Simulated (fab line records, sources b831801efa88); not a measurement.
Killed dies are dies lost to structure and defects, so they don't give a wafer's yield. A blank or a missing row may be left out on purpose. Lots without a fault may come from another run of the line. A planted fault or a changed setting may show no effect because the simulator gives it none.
fab line records | flow sfq_line
record lots=15 wafers=42 last_day=77
route steps=325 shown I6@279 M7@282 I7@297
lots that met no fault: from a run of the same line without faults
start_h: hours from the record's first day to the start of the lot's first wafer shown | wait_h: hours since the lot's step before | " the same as in the row above | L1.1+2: a row that stands for several wafers | - no value, or no start given | * or withheld: withheld | < > ~ a bound
route shown NAME@n: a module of which the file shows steps, and the number in the route of the first | usual: mean/standard deviation of fault-free wafers | same: alike in all rows | chamber/n: place in a boat | sites: the reading at each site | _std_site: their standard deviation | _edge_site: outer sites' mean less inner sites' | radius_mm: how far each site lies from the wafer's centre | mask NAME#n: copy n | behind: the tool/chamber that last shaped the wafer | hold: why the lot was held/for how many hours/how that ended | device: the transistor (n, p or np) that didn't switch | end of line: the same wafers' tests at the end of the route | a step without rows: its recipe alone | killed: dies lost to structure and defects at the first sort, not the wafer's yield | map: a wafer's dies, x killed, . not, _ none there
set.NAME: the setting as run; set.NAME@STEP: as run at that earlier step | model.NAME: the simulator's own value behind a step, which no gauge read
steps of the route over a sample of lots; a table a step, a row a wafer
services: from which hour (start_h, from the record's first day; less than 0 if before it) a tool's chamber was out of use, for how many hours, and why
## steps
# step SFQ_TRILAYER_I6_VIA_STRIP_STRIP_173
# recipe gas=O2 power_w=200 platen_temp_c=40 overash_fraction=0.65 chemistry=O2 pressure_mtorr=50
# usual drypump_motor_current_A=5.8/0.37 oes_product_au=1.005/0.015
# columns lot.wafer tool chamber start_h wait_h drypump_motor_current_A oes_product_au rf_hours_counter_h
L558.2 rie_metal-04 1 1497.52 - 5.9 1.031 -
L558.3 " 1 " " 5.9 1.013 -
L558.5 " 1 " " 5.9 1.016 -
L559.2 rie_metal-04 1 1504.72 - 5.9 1.019 -
L559.4 " 1 " " 5.8 1.024 -
L559.6 " 1 " " 5.9 1.013 -
L560.1 rie_metal-04 0 1507.02 - 6.0 1.031 0
L560.3 " 1 " " 5.8 1.035 -
L560.6 " 0 " " 6.0 1.039 -
L561.1 rie_metal-04 0 1514.12 - 6.0 1.031 1
L561.2 " 1 " " 5.9 1.027 166
L561.6 " 0 " " 6.0 1.025 -
L562.1 rie_metal-01 0 1540.52 - 5.0 0.998 94
L562.3 " 1 " " 5.9 0.981 -
L562.5 " 0 " " 5.0 1.000 -
L564.2 rie_metal-02 1 1551.32 - 5.6 0.988 79
L564.3 " 0 " " 6.3 0.986 -
L564.5 " 1 " " 5.6 0.992 -
L565.1 rie_metal-02 0 1553.72 - 6.4 0.993 62
L565.6 " 0 " " 6.3 1.001 -
L566.5 rie_metal-02 0 1563.72 - 6.3 0.996 -
L571.2 rie_metal-02 1 1595.27 - 5.6 0.993 88
L571.4 " 1 " " 5.6 0.999 -
L571.6 " 1 " " 5.6 1.003 -
L575.3 rie_metal-04 0 1622.44 - 6.0 1.033 -
L575.5 " 1 " " 5.8 1.005 -
L575.6 " 0 " " 6.0 1.024 -
L576.1 rie_metal-01 0 1623.44 - 5.0 0.979 109
L576.2 " 1 " " 5.8 1.013 102
L576.3 " 0 " " 5.0 0.978 -
L577.1 rie_metal-04 1 1639.04 - 5.8 0.986 8
L577.2 " 0 " " 6.0 1.027 21
L577.5 " 1 " " 5.8 0.993 -
L578.2 rie_metal-04 0 1641.44 - 6.0 1.020 21
L578.3 " 1 " " 5.8 0.991 -
L578.5 " 1 " " 5.9 0.990 -
L579.1 rie_metal-01 1 1648.64 - 5.8 1.004 106
L579.4 " 0 " " 5.0 0.995 -
L579.5 " 0 " " 5.0 0.989 -
L580.4 rie_metal-04 1 1650.04 - 5.8 0.986 -
L580.5 " 1 " " 5.8 0.989 -
L580.6 " 0 " " 6.0 1.016 -
# step SFQ_TRILAYER_M7_DEP_SPUTTER_175
# recipe material=Nb base_pressure_pa=1.33e-06 chamber_pressure_pa=0.1333 substrate_temp_c=20 target_thk_nm=200 power_w=2000 time_s=133.3
# usual throttle_valve_pct=29.9/0.8
# columns lot.wafer tool chamber start_h wait_h throttle_valve_pct
L558.2 pvd_sputter-06 - 1498.72 0.0 30.9
L558.3 " - " " 29.6
L558.5 " - " " 29.4
L559.2 pvd_sputter-03 - 1505.94 0.0 29.7
L559.4 " - " " 29.1
L559.6 " - " " 29.6
L560.1 pvd_sputter-05 - 1507.83 0.0 30.8
L560.3 " - " " 28.8
L560.6 " - " " 29.7
L561.1 pvd_sputter-05 - 1514.92 0.0 29.8
L561.2 " - " " 31.1
L561.6 " - " " 29.6
L562.1 pvd_sputter-06 - 1541.34 0.0 29.5
L562.3 " - " " 29.2
L562.5 " - " " 29.3
L564.2 pvd_sputter-03 - 1552.12 0.0 30.0
L564.3 " - " " 29.1
L564.5 " - " " 29.6
L565.1 pvd_sputter-05 - 1554.52 0.0 29.5
L565.6 " - " " 30.8
L566.5 pvd_sputter-06 - 1564.17 0.0 29.1
L571.2 pvd_sputter-05 - 1596.07 0.0 28.4
L571.4 " - " " 30.7
L571.6 " - " " 28.4
L575.3 pvd_sputter-03 - 1623.05 0.0 30.1
L575.5 " - " " 29.4
L575.6 " - " " 29.9
L576.1 pvd_sputter-06 - 1624.25 0.0 31.2
L576.2 " - " " 30.7
L576.3 " - " " 29.3
L577.1 pvd_sputter-06 - 1639.86 0.0 29.3
L577.2 " - " " 31.3
L577.5 " - " " 31.3
L578.2 pvd_sputter-03 - 1642.26 0.0 30.1
L578.3 " - " " 29.8
L578.5 " - " " 30.0
L579.1 pvd_sputter-05 - 1649.46 0.0 29.7
L579.4 " - " " 31.1
L579.5 " - " " 29.6
L580.4 pvd_sputter-03 - 1650.65 0.0 30.0
L580.5 " - " " 29.2
L580.6 " - " " 30.1
# step SFQ_TRILAYER_I7_CMP_CMP_184
# recipe material=SiO2 down_force_psi=3 platen_rpm=60 pad_velocity_m_s=0.94248
# usual motor_current_A=9.8/0.74 platen_rpm=60.00/0.039 time_to_endpoint_s=215/9.9
# columns lot.wafer tool chamber start_h wait_h motor_current_A platen_rpm time_to_endpoint_s
L558.3 cmp-01 1 1539.46 0.5 9.4 60.05 198
L558.2 " 3 1540.46 1.5 9.2 60.02 208
L558.5 " 1 1541.46 2.5 9.4 60.06 209
L559.4 cmp-01 1 1547.96 0.5 9.4 59.98 205
L559.2 " 3 1548.96 1.5 9.4 59.97 209
L559.6 " 1 1549.96 2.5 10.0 59.98 210
L560.1 cmp-02 2 1551.32 0.0 10.4 59.99 225
L560.3 " 1 1552.82 1.5 8.7 59.95 208
L560.6 " 2 " " 10.3 59.96 233
L561.1 cmp-01 0 1557.56 0.5 9.1 60.06 212
L561.2 " 1 " " 9.3 59.99 199
L561.6 " 3 1559.06 2.0 9.4 60.05 212
L562.1 cmp-01 1 1579.16 0.5 10.1 60.01 199
L562.3 " 3 1580.16 1.5 9.1 59.97 277
L562.5 " 0 " " 9.2 60.06 208
L564.3 cmp-01 3 1591.06 2.8 9.2 59.88 271
L564.2 " 0 " " 9.5 60.00 215
L564.5 " 2 1592.56 4.3 10.0 60.00 228
L565.1 cmp-01 3 1594.56 3.5 9.8 60.07 196
L565.6 " 1 1595.56 4.5 9.6 60.07 276
L566.5 cmp-01 0 1601.06 2.8 9.5 60.00 219
L571.4 cmp-02 0 1625.17 0.5 10.0 60.05 224
L571.2 " 2 1626.17 1.5 10.8 59.98 227
L571.6 " 0 1627.17 2.5 9.5 60.02 229
L575.3 cmp-02 1 1649.46 1.5 9.2 60.05 214
L575.5 " 2 " " 10.4 60.00 242
L575.6 " 3 " " 11.3 60.04 227
L576.3 cmp-02 2 1650.96 1.8 9.9 60.01 224
L576.2 " 0 1651.96 2.8 9.9 60.02 224
L576.1 " 1 " " 9.2 60.00 214
L577.1 cmp-02 1 1663.88 0.5 8.7 59.99 213
L577.2 " 3 1664.88 1.5 11.8 60.03 218
L577.5 " 1 1665.88 2.5 9.1 59.98 221
L578.2 cmp-01 3 1668.14 2.4 9.5 60.00 197
L578.3 " 0 " " 9.5 59.98 207
L578.5 " 2 1669.64 3.9 9.8 60.00 221
L579.1 cmp-02 0 1672.38 1.9 9.3 59.96 214
L579.4 " 3 1673.88 3.3 11.8 60.04 211
L579.5 " 1 1674.88 4.3 9.0 59.97 207
L580.4 cmp-01 2 1674.64 2.9 9.8 60.00 232
L580.5 " 3 " " 9.4 59.99 211
L580.6 " 0 " " 9.4 60.00 225
# step SFQ_TRILAYER_I7_METRO_MEASURE_185
# usual thk_nm=199.9/1.3
# columns lot.wafer tool chamber start_h wait_h thk_nm
L558.2 film_metro-01 - 1542.28 0.3 199.6
L558.3 " - " " 198.8
L558.5 " - " " 197.7
L559.2 film_metro-01 - 1551.28 0.3 199.1
L559.4 " - " " 198.7
L559.6 " - " " 199.4
L560.1 film_metro-03 - 1554.44 0.1 201.6
L560.3 " - " " 198.4
L560.6 " - " " 201.3
L561.1 film_metro-01 - 1560.18 0.1 199.2
L561.2 " - " " 197.4
L561.6 " - " " 197.6
L562.1 film_metro-03 - 1581.78 0.1 198.1
L562.3 " - " " 302.8
L562.5 " - " " 200.4
L564.2 film_metro-01 - 1593.38 0.3 200.7
L564.3 " - " " 299.2
L564.5 " - " " 200.0
L565.1 film_metro-01 - 1596.18 0.1 198.2
L565.6 " - 1597.18 1.0 301.3
L566.5 film_metro-03 - 1602.98 0.8 202.1
L571.2 film_metro-03 - 1627.99 0.3 201.7
L571.4 " - " " 200.8
L571.6 " - " " 200.1
L575.3 film_metro-04 - 1651.48 0.5 198.6
L575.5 " - " " 201.1
L575.6 " - " " 200.2
L576.1 film_metro-03 - 1654.08 0.1 199.2
L576.2 " - " " 201.3
L576.3 " - " " 201.2
L577.1 film_metro-04 - 1666.50 0.1 200.5
L577.2 " - " " 200.4
L577.5 " - " " 199.3
L578.2 film_metro-03 - 1670.46 0.3 199.2
L578.3 " - " " 199.3
L578.5 " - " " 201.6
L579.1 film_metro-01 - 1675.50 0.1 200.6
L579.4 " - " " 200.0
L579.5 " - " " 198.4
L580.4 film_metro-03 - 1676.86 0.6 201.6
L580.5 " - " " 200.5
L580.6 " - " " 201.3
# step SFQ_TRILAYER_I7_VIA_BARC_OPEN_VIA_ETCH_260
# recipe mask_material=PR chemistry=O2 target_depth_nm=125 target=BARC source_w=500 bias_w=80 pressure_mtorr=30 time_s=41.7
# usual drypump_motor_current_A=5.85/0.27 oes_product_au=0.685/0.0044
# columns lot.wafer tool chamber start_h wait_h drypump_motor_current_A oes_product_au rf_hours_counter_h
L558.2 rie_diel-01 1 1635.29 0.0 5.83 0.683 17
L558.3 " 2 " " 6.10 0.692 22
L558.5 " 0 " " 4.77 0.690 -
L559.2 rie_diel-02 1 1644.89 0.0 6.15 0.684 0
L559.4 " 0 " " 6.01 0.680 -
L559.6 " 1 " " 6.14 0.681 -
L560.1 rie_diel-04 0 1646.09 0.0 5.71 0.687 19
L560.3 " 1 " " 5.79 0.683 20
L560.6 " 1 " " 5.81 0.688 -
L561.1 rie_diel-02 3 1652.09 0.0 5.80 0.689 27
L561.2 " 0 " " 6.03 0.680 17
L561.6 " 1 " " 6.13 0.687 -
L562.1 rie_diel-04 1 1677.39 0.0 5.82 0.689 20
L562.3 " 3 " " 5.81 0.679 22
L562.5 " 1 " " 5.78 0.691 -
L564.2 rie_diel-04 0 1686.99 0.0 5.73 0.687 20
L564.3 " 3 " " 5.80 0.686 22
L564.5 " 1 " " 5.79 0.690 -
L565.1 rie_diel-04 1 1690.59 0.0 5.78 0.683 21
L565.6 " 2 " " 5.86 0.685 -
L566.5 rie_diel-01 1 1694.21 0.0 5.86 0.684 -
L571.2 rie_diel-01 2 1726.68 0.0 6.09 0.678 24
L571.4 " 1 " " 5.87 0.687 19
L571.6 " 3 " " 5.73 0.679 -
L575.3 rie_diel-04 1 1742.28 0.0 5.85 0.686 22
L575.5 " 2 " " 5.86 0.685 -
L575.6 " 1 " " 5.83 0.691 -
L576.1 rie_diel-02 3 1747.08 0.0 5.80 0.685 2
L576.2 " 2 " " 6.15 0.683 2
L576.3 " 0 " " 6.00 0.684 19
L577.1 rie_diel-04 0 1754.28 0.0 5.72 0.682 21
L577.2 " 1 " " 5.82 0.683 22
L577.5 " 0 " " 5.72 0.682 -
L578.2 rie_diel-02 1 1757.88 0.0 6.10 0.682 3
L578.3 " 0 " " 6.00 0.680 19
L578.5 " 2 " " 6.13 0.689 -
L579.1 rie_diel-04 0 1761.97 0.0 5.72 0.679 21
L579.4 " 3 " " 5.79 0.686 24
L579.5 " 3 " " 5.82 0.687 -
L580.4 rie_diel-02 0 1763.17 0.0 6.03 0.686 19
L580.5 " 3 " " 5.83 0.682 -
L580.6 " 0 " " 6.02 0.682 -
# step SFQ_TRILAYER_I7_VIA_ETCH_VIA_ETCH_190
# recipe target=SiO2 stop_on=Nb mask_material=PR taper_deg=20 chemistry=CHF3 target_depth_nm=260 source_w=500 bias_w=80 pressure_mtorr=30 time_s=withheld
# usual drypump_motor_current_A=5.85/0.26 oes_product_au=0.854/0.0059
# columns lot.wafer tool chamber start_h wait_h drypump_motor_current_A oes_product_au
L558.2 rie_diel-01 1 1635.33 0.0 5.80 0.846
L558.3 " 2 " " 6.10 0.850
L558.5 " 0 " " 4.77 0.853
L559.2 rie_diel-02 1 1644.93 0.0 6.12 0.847
L559.4 " 0 " " 6.03 0.847
L559.6 " 1 " " 6.10 0.859
L560.1 rie_diel-04 0 1646.13 0.0 5.72 0.853
L560.3 " 1 " " 5.80 0.849
L560.6 " 1 " " 5.82 0.848
L561.1 rie_diel-02 3 1652.13 0.0 5.81 0.855
L561.2 " 0 " " 6.01 0.842
L561.6 " 1 " " 6.05 0.849
L562.1 rie_diel-04 1 1677.43 0.0 5.80 0.849
L562.3 " 3 " " 5.83 1.016
L562.5 " 1 " " 5.80 0.861
L564.2 rie_diel-04 0 1687.03 0.0 5.74 0.859
L564.3 " 3 " " 5.81 1.013
L564.5 " 1 " " 5.79 0.860
L565.1 rie_diel-04 1 1690.63 0.0 5.80 0.853
L565.6 " 2 " " 5.87 1.026
L566.5 rie_diel-01 1 1694.28 0.1 5.87 0.860
L571.2 rie_diel-01 2 1726.72 0.0 6.09 0.854
L571.4 " 1 " " 5.85 0.858
L571.6 " 3 " " 5.76 0.860
L575.3 rie_diel-04 1 1742.32 0.0 5.82 0.853
L575.5 " 2 " " 5.85 0.864
L575.6 " 1 " " 5.83 0.855
L576.1 rie_diel-02 3 1747.12 0.0 5.79 0.844
L576.2 " 2 " " 6.15 0.862
L576.3 " 0 " " 5.98 0.857
L577.1 rie_diel-04 0 1754.32 0.0 5.71 0.859
L577.2 " 1 " " 5.82 0.856
L577.5 " 0 " " 5.70 0.856
L578.2 rie_diel-02 1 1757.92 0.0 6.14 0.854
L578.3 " 0 " " 6.02 0.846
L578.5 " 2 " " 6.13 0.867
L579.1 rie_diel-04 0 1762.01 0.0 5.72 0.856
L579.4 " 3 " " 5.84 0.853
L579.5 " 3 " " 5.79 0.849
L580.4 rie_diel-02 0 1763.21 0.0 5.99 0.862
L580.5 " 3 " " 5.82 0.854
L580.6 " 0 " " 5.98 0.861
## services
# columns tool chamber start_h hours kind
rie_metal-04 - 1476.18 2.8 pm
rie_diel-04 - 1477.95 2.8 pm
rie_diel-04 0 1485.56 4.5 repair
rie_diel-02 2 1487.77 4.2 repair
cmp-01 - 1491.18 3.6 repair
cmp-02 - 1507.57 0.7 repair
film_metro-03 - 1532.91 0.9 pm
cmp-02 - 1542.56 4.3 pm
rie_metal-04 - 1551.32 14.6 pm
rie_diel-02 1 1553.43 72.4 repair
film_metro-03 - 1559.93 0.6 pm
rie_metal-04 - 1571.22 1.4 pm
film_metro-03 - 1593.37 0.4 pm
cmp-02 - 1596.94 4.0 pm
cmp-01 - 1634.00 1.9 repair
rie_diel-02 - 1635.43 0.9 repair
rie_metal-04 1 1661.55 25.4 repair
rie_diel-04 2 1665.63 2.2 repair
rie_diel-02 2 1666.23 10.3 repair
rie_metal-04 - 1666.38 0.6 repair
film_metro-03 - 1677.46 0.6 pm
cmp-01 - 1702.51 3.9 pm
cmp-01 - 1707.58 0.4 repair
cmp-01 - 1732.96 1.1 repair
## key
first_sign step=SFQ_TRILAYER_I7_CMP_CMP_184 reading=time_to_endpoint_s direction=up sigmas=6 usual=* struck=*
effect step=SFQ_TRILAYER_I7_METRO_MEASURE_185 reading=thk_nm direction=up sigmas=75 usual=199.9 struck=301.1
effect step=SFQ_TRILAYER_I7_VIA_ETCH_VIA_ETCH_190 reading=oes_product_au direction=up sigmas=28 usual=0.854 struck=1.018
met_at SFQ_TRILAYER_I7_CMP_CMP_184
struck_lots L562,L564,L565
struck_wafers L562.3,L564.3,L565.6
not_acting_at SFQ_TRILAYER_I6_VIA_STRIP_STRIP_173,SFQ_TRILAYER_M7_DEP_SPUTTER_175,SFQ_TRILAYER_I7_VIA_BARC_OPEN_VIA_ETCH_260
onset_between 1557.56 1579.16
fault kind=process_parameter_drift tool=cmp-01 chamber=- onset_h=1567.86 steps=SFQ_TRILAYER_I7_CMP_CMP_184 channel=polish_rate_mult offset=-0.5 shape=step end_h=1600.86 scope=struck_wafers_only
